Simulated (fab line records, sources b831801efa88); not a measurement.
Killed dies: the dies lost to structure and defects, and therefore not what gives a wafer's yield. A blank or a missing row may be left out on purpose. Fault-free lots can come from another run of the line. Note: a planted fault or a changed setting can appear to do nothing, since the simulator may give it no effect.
Which tool is to blame? | flow sky130 | 36 wafers from 13 lots sampled at 5 of the route's 708 steps

== WHAT THE GAUGES SHOWED, per wafer ==
SKY_FIELD_ISO_THK_MEAS_25. Usual: for FIELD_ISO_CVD_24_THK the level is 597 nm and the standard deviation is 6.4.
lot  | measured    | on            | FIELD_ISO_CVD_24_THK (nm) | flag
L149 | day 2 09:23 | film_metro-01 | 596 588 591               |
L152 | day 3 00:50 | film_metro-02 | 602 597 599               |
L153 | day 3 04:57 | film_metro-01 | 587 589 595               |
L154 | day 3 08:13 | film_metro-02 | 599 602 600               |
L155 | day 3 15:44 | film_metro-04 | 588 592 602               |
L156 | day 3 20:07 | film_metro-01 | 598 590 590               |
L157 | day 4 00:04 | film_metro-02 | 599 596 591               |
L158 | day 4 06:23 | film_metro-01 | 592 593 590               |
L164 | day 5 15:08 | film_metro-01 | 604 608                   |
L165 | day 5 19:25 | film_metro-04 | 602 601                   |
L167 | day 6 04:41 | film_metro-04 | 603 599                   |
L170 | day 6 23:47 | film_metro-04 | 595 603 592               |
L172 | day 7 08:26 | film_metro-02 | 600 594 602               |

SKY_POLY_GATE_CD_MEAS_13: the cd target is 150 nm. Usual: cd_nm reads 149.9 nm (standard deviation 1.1).
lot  | measured     | on        | cd_nm (nm)        | flag
L149 | day 16 08:14 | cd_sem-02 | 149.4 149.6 149.3 |
L152 | day 17 10:47 | cd_sem-01 | 150.9 152.4 151.2 |
L153 | day 17 18:14 | cd_sem-01 | 151.8 151.6 151.1 |
L154 | day 18 12:06 | cd_sem-01 | 151.1 151.2 149.7 |
L155 | day 18 16:31 | cd_sem-01 | 151.6 151.3 151.7 |
L156 | day 18 21:59 | cd_sem-02 | 148.7 149.3 149.4 |
L157 | day 19 05:37 | cd_sem-01 | 150.6 149.7 150.2 |
L158 | day 19 18:40 | cd_sem-02 | 150.4 150.5 151.6 |
L164 | day 22 00:02 | cd_sem-01 | 118.4 118.7       | OFF
L165 | day 22 10:04 | cd_sem-01 | 116.7 149.4       | OFF
L167 | day 22 22:38 | cd_sem-01 | 113.7 148.1       | OFF
L170 | day 24 02:14 | cd_sem-02 | 149.1 148.4 149.8 |
L172 | day 24 16:43 | cd_sem-01 | 148.6 151.1 149.7 |

== WHICH TOOL RAN EACH LOT (tool, then ch and the chambers of the sampled wafers, then the start) ==
lot  | SKY_FIELD_ISO_STRIP_16              | SKY_VT_ADJUST_HVTP_STRIP_10          | SKY_POLY_GATE_EXPOSE_10
L149 | plasma_asher-03 ch 0,1, day 2 07:17 | plasma_asher-01 ch 0,1, day 6 03:38  | krf_scanner-01 ch 0, day 15 18:59
L152 | plasma_asher-02 ch 0,1, day 2 23:05 | plasma_asher-01 ch 0, day 7 00:49    | krf_scanner-01 ch 0, day 16 20:54
L153 | plasma_asher-03 ch 0,1, day 3 02:30 | plasma_asher-02 ch 1, day 7 03:35    | krf_scanner-01 ch 0, day 17 04:23
L154 | plasma_asher-01 ch 0,1, day 3 06:26 | plasma_asher-02 ch 0,1, day 7 17:48  | krf_scanner-01 ch 0, day 17 21:21
L155 | plasma_asher-02 ch 0,1, day 3 12:54 | plasma_asher-01 ch 1, day 7 18:06    | krf_scanner-01 ch 0, day 18 01:31
L156 | plasma_asher-03 ch 0,1, day 3 17:54 | plasma_asher-03 ch 0,1, day 7 22:59  | krf_scanner-02 ch 0, day 18 07:07
L157 | plasma_asher-02 ch 0,1, day 3 21:48 | plasma_asher-03 ch 0,1, day 8 04:58  | krf_scanner-02 ch 0, day 18 14:55
L158 | plasma_asher-02 ch 0,1, day 4 03:00 | plasma_asher-03 ch 0,1, day 8 12:18  | krf_scanner-01 ch 0, day 19 03:05
L164 | plasma_asher-01 ch 0,1, day 5 13:22 | plasma_asher-01 ch 1, day 9 23:29    | krf_scanner-01 ch 0, day 21 08:48
L165 | plasma_asher-02 ch 1, day 5 17:38   | plasma_asher-03 ch 0, day 10 08:11   | krf_scanner-01 ch 0, day 21 19:02
L167 | plasma_asher-02 ch 0, day 6 02:56   | plasma_asher-01 ch 0, day 10 17:08   | krf_scanner-01 ch 0, day 22 07:48
L170 | plasma_asher-02 ch 0,1, day 6 19:32 | plasma_asher-01 ch 0,1, day 11 18:20 | krf_scanner-02 ch 0, day 23 12:00
L172 | plasma_asher-03 ch 0,1, day 7 04:13 | plasma_asher-01 ch 0,1, day 12 08:05 | krf_scanner-02 ch 0, day 24 01:38
- SKY_FIELD_ISO_STRIP_16: strips in O2/N2.
- SKY_VT_ADJUST_HVTP_STRIP_10: strips in O2/N2.
- SKY_POLY_GATE_EXPOSE_10: exposes mask P1M, target cd 150 nm.

== WHAT THE TOOLS THEMSELVES READ (means of the sampled wafers that have a number; where no wafer has one, the mark that the record gives instead) ==
SKY_FIELD_ISO_STRIP_16. Usual: drypump_motor_current_A 6.0 A, standard deviation 0.49; oes_product_au 0.377 a.u., standard deviation 0.0049; strip_time_to_endpoint_s 3.541 s, standard deviation 0.03.
lot  | tool            | drypump_motor_current_A (A) | oes_product_au (a.u.) | strip_time_to_endpoint_s (s) | flag
L149 | plasma_asher-03 | 6.4                         | 0.371                 | 3.502                        |
L152 | plasma_asher-02 | 5.5                         | 0.377                 | 3.587                        |
L153 | plasma_asher-03 | 6.2                         | 0.375                 | 3.558                        |
L154 | plasma_asher-01 | 6.4                         | 0.377                 | 3.554                        |
L155 | plasma_asher-02 | 5.5                         | 0.382                 | 3.583                        |
L156 | plasma_asher-03 | 6.2                         | 0.372                 | 3.499                        |
L157 | plasma_asher-02 | 5.5                         | 0.376                 | 3.546                        |
L158 | plasma_asher-02 | 5.5                         | 0.379                 | 3.550                        |
L164 | plasma_asher-01 | 6.3                         | 0.377                 | 3.522                        |
L165 | plasma_asher-02 | 5.4                         | 0.379                 | 3.532                        |
L167 | plasma_asher-02 | 5.6                         | 0.371                 | 3.468                        |
L170 | plasma_asher-02 | 5.5                         | 0.375                 | 3.530                        |
L172 | plasma_asher-03 | 6.2                         | 0.377                 | 3.515                        |

SKY_VT_ADJUST_HVTP_STRIP_10. Usual: drypump_motor_current_A 6.2 A, standard deviation 0.44; oes_product_au 0.715 a.u., standard deviation 0.0046; strip_time_to_endpoint_s 14.18 s, standard deviation 0.032.
lot  | tool            | drypump_motor_current_A (A) | oes_product_au (a.u.) | strip_time_to_endpoint_s (s) | flag
L149 | plasma_asher-01 | 6.2                         | 0.716                 | 14.16                        |
L152 | plasma_asher-01 | 6.6                         | 0.711                 | 14.18                        |
L153 | plasma_asher-02 | 5.4                         | 0.714                 | 14.20                        |
L154 | plasma_asher-02 | 5.5                         | 0.717                 | 14.23                        |
L155 | plasma_asher-01 | 6.0                         | 0.713                 | 14.13                        |
L156 | plasma_asher-03 | 6.4                         | 0.714                 | 14.18                        |
L157 | plasma_asher-03 | 6.4                         | 0.715                 | 14.20                        |
L158 | plasma_asher-03 | 6.2                         | 0.712                 | 14.20                        |
L164 | plasma_asher-01 | 6.0                         | 0.718                 | 14.18                        |
L165 | plasma_asher-03 | 6.7                         | 0.712                 | 14.18                        |
L167 | plasma_asher-01 | 6.6                         | 0.716                 | 14.20                        |
L170 | plasma_asher-01 | 6.4                         | 0.720                 | 14.19                        |
L172 | plasma_asher-01 | 6.4                         | 0.714                 | 14.20                        |

== THE ANSWER, worked out from the rows above alone ==
Rule: a lot counts as off when the mean over its wafers that have a number is more than 3 standard deviations away from the usual mean. A lot without any number at a reading at which 4 lots or more have one is off too. Where the step has rows for the other lots, those lots are counted as sound. Order of review: gauges by route order, followed by the tools' own readings, for which a lot's mean as printed above is used. The first step at which some lot is off is used, and at that step the reading that is off furthest; a lot without a number counts as furthest.
Off: L164, L165, L167, at SKY_POLY_GATE_CD_MEAS_13 (cd_nm).
If a tool, at a process step before that reading, ran all the lots that are off and no sound lot after the first of them, it fits. The gauges at SKY_POLY_GATE_CD_MEAS_13 are tried like those tools. One candidate fits, namely krf_scanner-01 at SKY_POLY_GATE_EXPOSE_10. Its last sound lot is L158 (day 19 03:05), its first lot that is off L164 (day 21 08:48): a fault that began between those two fits.

== WHAT THE SIMULATOR HAD INSERTED ==
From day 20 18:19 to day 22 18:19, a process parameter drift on krf_scanner-01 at SKY_POLY_GATE_EXPOSE_10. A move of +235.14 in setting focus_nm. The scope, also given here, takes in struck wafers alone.
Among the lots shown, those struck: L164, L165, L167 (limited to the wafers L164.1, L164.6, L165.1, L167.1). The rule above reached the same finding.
